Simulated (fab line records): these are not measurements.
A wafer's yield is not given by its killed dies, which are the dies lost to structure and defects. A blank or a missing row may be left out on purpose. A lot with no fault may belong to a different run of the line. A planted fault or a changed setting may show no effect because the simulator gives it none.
Which tool is to blame?    flow sky130    72 wafers from 24 lots sampled at 6 of the route's 708 steps

== WHAT EACH GAUGE READ, for each wafer ==
SKY_LDD_HVP_OVL_MEAS_07. Usual: LDD_HVP_OVL -1.4 nm, standard deviation 1.3.
lot   measured      on          LDD_HVP_OVL (nm)  flag
L074  day 22 06:43  overlay-02  -1.6 -2.8 -2.6    
L075  day 22 10:09  overlay-01  -0.9 -0.8 -2.0    
L077  day 23 05:12  overlay-02  -2.0 -1.2 -3.1    
L076  day 23 07:21  overlay-01  -2.9 -2.1 -1.2    
L078  day 23 17:37  overlay-01  -0.6 1.0 0.5      
L079  day 23 18:47  overlay-01  0.2 -3.0 -1.6     
L081  day 24 05:07  overlay-01  -1.3 -1.7 -3.2    
L080  day 24 09:37  overlay-01  -1.0 1.0 0.9      
L082  day 24 17:31  overlay-02  -0.3 -2.9 -3.6    
L083  day 25 07:23  overlay-02  -3.1 0.1 -3.6     
L084  day 25 13:53  overlay-01  0.2 -0.2 -0.9     
L085  day 25 21:13  overlay-02  -3.6 -2.6 -2.5    
L086  day 26 02:38  overlay-01  -1.8 -1.3 0.4     
L087  day 26 14:48  overlay-01  -2.4 -0.5 -0.8    
L088  day 26 19:10  overlay-01  0.5 -0.9 1.7      
L089  day 27 04:14  overlay-02  -0.5 -1.9 -3.0    
L091  day 27 16:00  overlay-02  -0.7 -2.2 -0.8    
L090  day 27 16:29  overlay-02  -0.2 -1.8 -3.0    
L092  day 28 00:41  overlay-01  -0.2 0.0 -1.6     
L093  day 28 11:56  overlay-01  0.4 -1.2 -0.1     
L094  day 28 13:48  overlay-01  -3.2 -3.8 -1.3    
L095  day 29 04:05  overlay-01  -0.5 -1.0 -1.7    
L096  day 29 12:07  overlay-01  -2.3 -1.5 -2.2    
L097  day 29 16:39  overlay-01  -4.9 -3.6 -3.9    

SKY_RES_XHIGH_TW_MEAS_09. Usual: RES_XHIGH_TW 1615, standard deviation 10.
lot   measured      on             RES_XHIGH_TW    flag
L074  day 27 07:17  film metro-01  1608 1607 1611  
L075  day 27 10:43  film metro-02  1624 1619 1623  
L077  day 28 07:09  film metro-02  1611 1609 1616  
L076  day 28 08:50  film metro-02  1607 1609 1615  
L078  day 28 16:30  film metro-02  1609 1606 1619  
L079  day 28 17:35  film metro-01  1597 1598 1607  
L081  day 29 03:34  film metro-01  1615 1616 1619  
L080  day 29 08:15  film metro-02  1616 1624 1611  
L082  day 29 16:04  film metro-01  1611 1615 1615  
L083  day 30 03:52  film metro-01  1612 1610 1614  
L084  day 30 13:02  film metro-02  1616 1596 1611  
L085  day 30 17:35  film metro-03  1636 1630 1635  
L086  day 30 23:24  film metro-02  1602 1608 1614  
L087  day 31 10:04  film metro-01  1607 1610 1608  
L088  day 31 16:17  film metro-03  1631 1636 1621  
L089  day 31 23:07  film metro-01  1606 1603 1599  
L091  day 32 11:09  film metro-02  1617 1622 1624  
L090  day 32 11:09  film metro-03  1619 1609 1621  
L092  day 32 19:08  film metro-03  1614 1619 1615  
L093  day 33 05:04  film metro-03  1635 1630 1627  
L094  day 33 06:49  film metro-01  1613 1605 1604  
L095  day 33 21:14  film metro-01  1594 1600 1599  
L096  day 34 04:21  film metro-03  1635 1625 1633  
L097  day 34 09:01  film metro-03  1621 1627 1632  

SKY_LI_CONTACT_RS_MEAS_22: measurement is done with a four-point probe. Usual: LI_CONTACT_W_RS 0.2850 ohm/sq, standard deviation 0.0028.
lot   measured      on             LI_CONTACT_W_RS (ohm/sq)  flag
L074  day 29 19:09  film metro-02  0.2805 0.2816 0.2818      
L075  day 29 21:47  film metro-02  0.2826 0.2858 0.2843      
L077  day 30 18:09  film metro-02  0.2859 0.2871 0.2872      
L076  day 30 20:00  film metro-01  0.2847 0.2823 0.2840      
L078  day 31 02:58  film metro-01  0.2852 0.2834 0.2870      
L079  day 31 04:32  film metro-03  0.2834 0.2839 0.2842      
L081  day 31 14:35  film metro-02  0.2862 0.2871 0.2875      
L080  day 31 17:30  film metro-02  0.2869 0.2858 0.2862      
L082  day 32 02:13  film metro-03  0.2859 0.2896 0.2839      
L083  day 32 13:33  film metro-03  0.2858 0.2853 0.2836      
L084  day 32 22:36  film metro-03  0.2838 0.2797 0.2813      
L085  day 33 03:42  film metro-03  0.2888 0.2879 0.2845      
L086  day 33 09:30  film metro-03  0.2824 0.2829 0.2845      
L087  day 33 18:08  film metro-03  0.2895 0.2875 0.2895      
L088  day 34 01:07  film metro-02  0.2862 0.2868 0.2820      
L089  day 34 07:01  film metro-02  0.2758 0.2777 0.2804      
L091  day 34 18:55  film metro-01  0.2819 0.2867 0.2879      
L090  day 34 18:57  film metro-03  0.2852 0.2811 0.2856      
L092  day 35 03:08  film metro-03  0.2859 0.2879 0.2905      
L093  day 35 13:25  film metro-02  0.2836 0.2837 0.2838      
L094  day 35 14:31  film metro-01  0.2824 0.2828 0.2858      
L095  day 36 04:40  film metro-03  0.2870 0.2890 0.2864      
L096  day 36 12:04  film metro-02  0.2894 0.2862 0.2893      
L097  day 36 16:39  film metro-02  0.2883 0.2895 0.2895      

== WHAT TOOL EACH LOT RAN ON (gives the tool, then ch and the chambers of the sampled wafers, and finally the start) ==
lot   SKY_POLY_GATE_ETCH_17             SKY_RES_XHIGH_STRIP_08                SKY_LI_CONTACT_STRIP_16
L074  rie si-01 ch 1,2, day 17 02:30    plasma asher-03 ch 0,1, day 27 07:11  plasma asher-02 ch 0,1, day 29 18:35
L075  rie si-02 ch 1,2, day 17 05:08    plasma asher-04 ch 0,1, day 27 10:37  plasma asher-04 ch 0,1, day 29 21:11
L077  rie si-01 ch 0,1, day 17 23:46    plasma asher-04 ch 1, day 28 07:02    plasma asher-01 ch 0,1, day 30 17:35
L076  rie si-02 ch 0,2,3, day 18 01:43  plasma asher-04 ch 0,1, day 28 08:44  plasma asher-02 ch 1, day 30 19:26
L078  rie si-01 ch 1,2, day 18 11:35    plasma asher-02 ch 0,1, day 28 16:23  plasma asher-02 ch 0, day 31 02:23
L079  rie si-02 ch 0,3, day 18 12:18    plasma asher-04 ch 0,1, day 28 17:29  plasma asher-01 ch 0,1, day 31 03:59
L081  rie si-02 ch 0,1,2, day 18 23:29  plasma asher-04 ch 0,1, day 29 03:28  plasma asher-04 ch 0,1, day 31 14:02
L080  rie si-02 ch 0,1,2, day 19 04:21  plasma asher-02 ch 0,1, day 29 08:08  plasma asher-02 ch 0,1, day 31 16:56
L082  rie si-02 ch 0,1,2, day 19 12:41  plasma asher-04 ch 0,1, day 29 15:58  plasma asher-01 ch 0,1, day 32 01:38
L083  rie si-02 ch 0,1,2, day 20 03:39  plasma asher-04 ch 0,1, day 30 03:46  plasma asher-04 ch 0,1, day 32 12:59
L084  rie si-02 ch 0,2,3, day 20 09:09  plasma asher-03 ch 0,1, day 30 12:56  plasma asher-01 ch 0,1, day 32 22:02
L085  rie si-01 ch 0,1,3, day 20 18:22  plasma asher-02 ch 0,1, day 30 17:29  plasma asher-04 ch 0,1, day 33 03:08
L086  rie si-02 ch 0,2,3, day 21 00:24  plasma asher-04 ch 0,1, day 30 23:17  plasma asher-02 ch 0,1, day 33 08:56
L087  rie si-01 ch 0,3, day 21 11:37    plasma asher-02 ch 0,1, day 31 09:59  plasma asher-04 ch 0,1, day 33 17:34
L088  rie si-02 ch 1,2,3, day 21 15:47  plasma asher-02 ch 0,1, day 31 16:11  plasma asher-04 ch 0,1, day 34 00:34
L089  rie si-01 ch 0,2,3, day 22 02:15  plasma asher-04 ch 1, day 31 23:01    plasma asher-04 ch 0, day 34 06:27
L091  rie si-02 ch 1,3, day 22 14:40    plasma asher-02 ch 0,1, day 32 11:04  plasma asher-02 ch 0,1, day 34 18:19
L090  rie si-01 ch 0,2, day 22 15:44    plasma asher-04 ch 0,1, day 32 11:02  plasma asher-04 ch 0,1, day 34 18:23
L092  rie si-02 ch 1,2,3, day 22 23:44  plasma asher-02 ch 0,1, day 32 19:02  plasma asher-01 ch 0,1, day 35 02:35
L093  rie si-01 ch 0,1, day 23 12:57    plasma asher-04 ch 0,1, day 33 04:58  plasma asher-01 ch 0,1, day 35 12:49
L094  rie si-02 ch 0,2,3, day 23 14:31  plasma asher-03 ch 0,1, day 33 06:43  plasma asher-04 ch 0,1, day 35 13:53
L095  rie si-01 ch 2,3, day 24 05:23    plasma asher-04 ch 0,1, day 33 21:08  plasma asher-02 ch 0,1, day 36 03:56
L096  rie si-02 ch 0,2,3, day 24 13:01  plasma asher-03 ch 0,1, day 34 04:14  plasma asher-01 ch 0,1, day 36 11:29
L097  rie si-02 ch 1,2, day 24 18:35    plasma asher-03 ch 0,1, day 34 08:56  plasma asher-02 ch 0,1, day 36 15:55
- SKY_POLY_GATE_ETCH_17: etches poly-Si in HBr/Cl2, stops on SiO2, target depth 180 nm, time 70.5 s.
- SKY_RES_XHIGH_STRIP_08: strips in O2/N2.
- SKY_LI_CONTACT_STRIP_16: strips in O2/N2.

== WHAT THE TOOLS THEMSELVES READ (means of the sampled wafers that have a number; where no wafer has one, the mark that the record gives instead) ==
SKY_POLY_GATE_ETCH_17. Usual: drypump motor current A 5.9 A, standard deviation 0.33; oes product au 0.988 a.u., standard deviation 0.0078; throttle valve pct 33.683 %, standard deviation 0.0091.
lot   tool       drypump motor current A (A)  oes product au (a.u.)  throttle valve pct (%)  flag
L074  rie si-01  5.9                          0.984                  33.679                  
L075  rie si-02  6.2                          0.984                  33.682                  
L077  rie si-01  5.6                          0.998                  33.680                  
L076  rie si-02  5.9                          1.001                  33.684                  
L078  rie si-01  5.9                          0.978                  33.682                  
L079  rie si-02  5.8                          0.983                  33.683                  
L081  rie si-02  6.1                          0.985                  33.688                  
L080  rie si-02  6.1                          0.996                  33.677                  
L082  rie si-02  6.1                          0.986                  33.691                  
L083  rie si-02  6.1                          0.990                  33.677                  
L084  rie si-02  5.9                          0.989                  33.680                  
L085  rie si-01  5.6                          0.994                  33.685                  
L086  rie si-02  5.9                          0.994                  33.679                  
L087  rie si-01  5.7                          0.982                  33.687                  
L088  rie si-02  6.1                          0.993                  33.681                  
L089  rie si-01  5.6                          0.987                  33.686                  
L091  rie si-02  6.0                          0.994                  33.678                  
L090  rie si-01  5.5                          0.986                  33.682                  
L092  rie si-02  6.1                          0.978                  33.682                  
L093  rie si-01  5.6                          0.996                  33.690                  
L094  rie si-02  5.9                          0.987                  33.678                  
L095  rie si-01  5.9                          0.991                  33.688                  
L096  rie si-02  5.9                          0.991                  33.681                  
L097  rie si-02  6.3                          0.994                  33.687                  

SKY_RES_XHIGH_STRIP_08. Usual: drypump motor current A 5.4 A, standard deviation 0.42; o2 flow sccm 3001 sccm, standard deviation 8.7; oes product au 0.711 a.u., standard deviation 0.0041; strip time to endpoint s 14.26 s, standard deviation 0.046.
lot   tool             drypump motor current A (A)  o2 flow sccm (sccm)  oes product au (a.u.)  strip time to endpoint s (s)  flag
L074  plasma asher-03  5.6                          2997                 0.713                  14.17                         
L075  plasma asher-04  5.1                          3000                 0.712                  14.19                         
L077  plasma asher-04  4.9                          3012                 0.713                  14.24                         
L076  plasma asher-04  5.1                          3001                 0.712                  14.22                         
L078  plasma asher-02  5.7                          3002                 0.714                  14.29                         
L079  plasma asher-04  5.1                          2993                 0.714                  14.26                         
L081  plasma asher-04  5.1                          2997                 0.711                  14.24                         
L080  plasma asher-02  5.4                          3012                 0.712                  14.30                         
L082  plasma asher-04  5.3                          3008                 0.710                  14.25                         
L083  plasma asher-04  5.3                          2997                 0.710                  14.30                         
L084  plasma asher-03  5.9                          3000                 0.709                  14.22                         
L085  plasma asher-02  5.7                          2998                 0.710                  14.29                         
L086  plasma asher-04  5.1                          2996                 0.710                  14.20                         
L087  plasma asher-02  5.4                          3006                 0.711                  14.27                         
L088  plasma asher-02  5.4                          2989                 0.711                  14.30                         
L089  plasma asher-04  4.9                          2996                 0.709                  14.26                         
L091  plasma asher-02  5.4                          3015                 0.708                  14.34                         
L090  plasma asher-04  5.3                          2983                 0.714                  14.25                         
L092  plasma asher-02  5.4                          3002                 0.712                  14.26                         
L093  plasma asher-04  5.1                          3002                 0.711                  14.31                         
L094  plasma asher-03  5.6                          3000                 0.709                  14.27                         
L095  plasma asher-04  5.1                          2992                 0.712                  14.27                         
L096  plasma asher-03  5.6                          3004                 0.711                  14.18                         
L097  plasma asher-03  5.6                          2994                 0.707                  14.26                         

SKY_LI_CONTACT_STRIP_16. Usual: drypump motor current A 5.4 A, standard deviation 0.31; o2 flow sccm 3000 sccm, standard deviation 8.5; oes product au 0.375 a.u., standard deviation 0.0044; strip time to endpoint s 3.48 s, standard deviation 0.04.
lot   tool             drypump motor current A (A)  o2 flow sccm (sccm)  oes product au (a.u.)  strip time to endpoint s (s)  flag
L074  plasma asher-02  5.6                          3002                 0.375                  3.51                          
L075  plasma asher-04  5.1                          3010                 0.379                  3.50                          
L077  plasma asher-01  5.4                          3000                 0.373                  3.49                          
L076  plasma asher-02  5.9                          3004                 0.377                  3.47                          
L078  plasma asher-02  5.2                          2999                 0.373                  3.45                          
L079  plasma asher-01  5.4                          2992                 0.375                  3.49                          
L081  plasma asher-04  5.3                          3001                 0.378                  3.47                          
L080  plasma asher-02  5.4                          3002                 0.377                  3.49                          
L082  plasma asher-01  5.4                          3005                 0.375                  3.49                          
L083  plasma asher-04  5.1                          3005                 0.372                  3.47                          
L084  plasma asher-01  5.4                          2997                 0.374                  3.42                          
L085  plasma asher-04  5.1                          3010                 0.382                  3.48                          
L086  plasma asher-02  5.4                          3005                 0.370                  3.45                          
L087  plasma asher-04  5.3                          3000                 0.376                  3.45                          
L088  plasma asher-04  5.1                          2994                 0.376                  3.53                          
L089  plasma asher-04  5.5                          3000                 0.380                  3.51                          
L091  plasma asher-02  5.4                          2999                 0.376                  3.46                          
L090  plasma asher-04  5.1                          3004                 0.375                  3.52                          
L092  plasma asher-01  5.3                          2999                 0.373                  3.47                          
L093  plasma asher-01  5.4                          2997                 0.378                  3.49                          
L094  plasma asher-04  5.3                          2993                 0.380                  3.51                          
L095  plasma asher-02  5.6                          2988                 0.379                  3.51                          
L096  plasma asher-01  5.3                          2998                 0.373                  3.51                          
L097  plasma asher-02  5.6                          2991                 0.378                  3.49                          

== THE ANSWER, worked out from the rows above alone ==
Rule: lot off if the mean of its wafers having a number is beyond 3 standard deviations from the usual mean. A lot without any number at a reading at which 4 lots or more have one is off too. The other lots that the step has rows for count as sound. Order of review: gauges by route order, followed by the tools' own readings, for which a lot's mean as printed above is used. The first step at which some lot is off is used, and at that step the reading that is off furthest; a lot without a number counts as furthest.
Nothing can be told from this: no lot is off at any reading shown.

== WHAT THE SIMULATOR PUT IN ==
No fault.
